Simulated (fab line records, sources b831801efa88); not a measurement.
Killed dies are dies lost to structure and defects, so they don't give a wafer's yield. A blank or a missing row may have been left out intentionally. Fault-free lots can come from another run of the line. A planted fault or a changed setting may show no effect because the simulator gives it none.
Struck lot and sound lot, side by side :: flow gf180mcu :: 17 out of 602 route steps
Sound: these wafers, L814.3, L814.5, L814.6. The struck wafers were L830.2, L830.3, L830.4. The cause is named last.
Each step with rows lists, per side, the tool, then ch with its chambers, then its first start. Under that, the readings that differ: sound wafers :: struck wafers :: difference of the means :: sigmas: that difference in standard deviations of wafers without a fault.
alike: same words and numbers on both sides, and readings whose means sit less than 2 such deviations apart. not compared: any withheld reading, any reading some wafer has no value for, any bound like >300 that may hide the same value, and any number with overlapping values for which the record gives no deviation.
A row with sigmas, a row that says differs or no value, or rows on one side alone: a step with any of these is where the two part. When numbers do not overlap yet have no deviation, they are printed without sigmas and do not part them. Lack of a reading on every wafer of one side parts them only where that side has two or more wafers.

GF_VT_IMPLANT_OVL_MEAS_07:
  struck on overlay-01, day 11 12:46; sound on overlay-02, day 7 12:59
  alike: VT_IMPLANT_OVL
next, for these wafers, 1 step has no rows: GF_VT_IMPLANT_IMPLANT_08.
GF_VT_IMPLANT_STRIP_09: strips in O2/N2.
  sound on plasmaAsher-02 ch 0,1, day 7 13:11; struck on plasmaAsher-01 ch 0,1, day 11 12:56
  alike: drypumpMotorCurrentA, heaterPowerW, oesProductAu, stripTimeToEndpointS
  not compared: rfHoursCounterH
GF_VT_IMPLANT_TW_MEAS_10:
  struck on filmMetro-04, day 11 13:03; sound on filmMetro-03, day 7 13:16
  alike: VT_IMPLANT_TW
then, 7 steps without rows for these wafers: GF_VT_IMPLANT_DEHYDRATE_11 (time 60 s); GF_VT_IMPLANT_HMDS_12 (prime time 60 s); GF_VT_IMPLANT_COAT_13 (resist thk 1000 nm); GF_VT_IMPLANT_SOFTBAKE_14 (time 60 s); GF_VT_IMPLANT_EXPOSE_15 (exposes mask Nwell LV AREA, target cd 860 nm); GF_VT_IMPLANT_PEB_16; GF_VT_IMPLANT_DEVELOP_17 (develop time 60 s).
GF_VT_IMPLANT_OVL_MEAS_18:
  struck on overlay-01, day 12 07:46; sound on overlay-01, day 8 04:47
  alike: VT_IMPLANT_01_OVL
GF_VT_IMPLANT_IMPLANT_19:
  sound on implanter-04 ch 0, day 8 04:51; struck on implanter-02 ch 0, day 12 07:49
reading: implantIonAmu
sound: 75 75 75
struck: 49 49 49
difference: -26
sigmas: 

reading: model.implant.rpNm (nm)
sound: 60.7 60.7 60.7
struck: 72.35 72.35 72.35
difference: +11.65
sigmas: 

reading: model.implant.drpNm (nm)
sound: 24.08 24.08 24.08
struck: 31.48 31.48 31.48
difference: +7.40
sigmas: 
GF_VT_IMPLANT_STRIP_20: strips in O2/N2.
  sound on plasmaAsher-03 ch 0,1, day 8 04:59; struck on plasmaAsher-03 ch 0,1, day 12 07:57
  alike: drypumpMotorCurrentA, heaterPowerW, oesProductAu, stripTimeToEndpointS
  not compared: rfHoursCounterH
GF_VT_IMPLANT_TW_MEAS_21:
  struck on filmMetro-02, day 12 08:04; sound on filmMetro-03, day 8 05:04
reading: VT_IMPLANT_2_TW
sound: 1220 1221 1219
struck: 691 689 691
difference: -530
sigmas: -48
then, 1 step without rows for these wafers: GF_VT_IMPLANT_DEHYDRATE_22 (time 60 s).
-- a jump in the record: the struck wafers' starts before and after are 23 days apart (it breaks off in module VT_IMPLANT and resumes in module PASSIVATION, where the first step shown is number 602 of the route) --
GF_PASSIVATION_PROBE_99:
  rows exist in the record for the struck wafers here (prober-01, day 34 23:42), but not for the sound ones

WHERE THEY PART
At GF_VT_IMPLANT_TW_MEAS_21 first; at GF_PASSIVATION_PROBE_99 last (within this record only).

WHY: whatever the simulator had introduced
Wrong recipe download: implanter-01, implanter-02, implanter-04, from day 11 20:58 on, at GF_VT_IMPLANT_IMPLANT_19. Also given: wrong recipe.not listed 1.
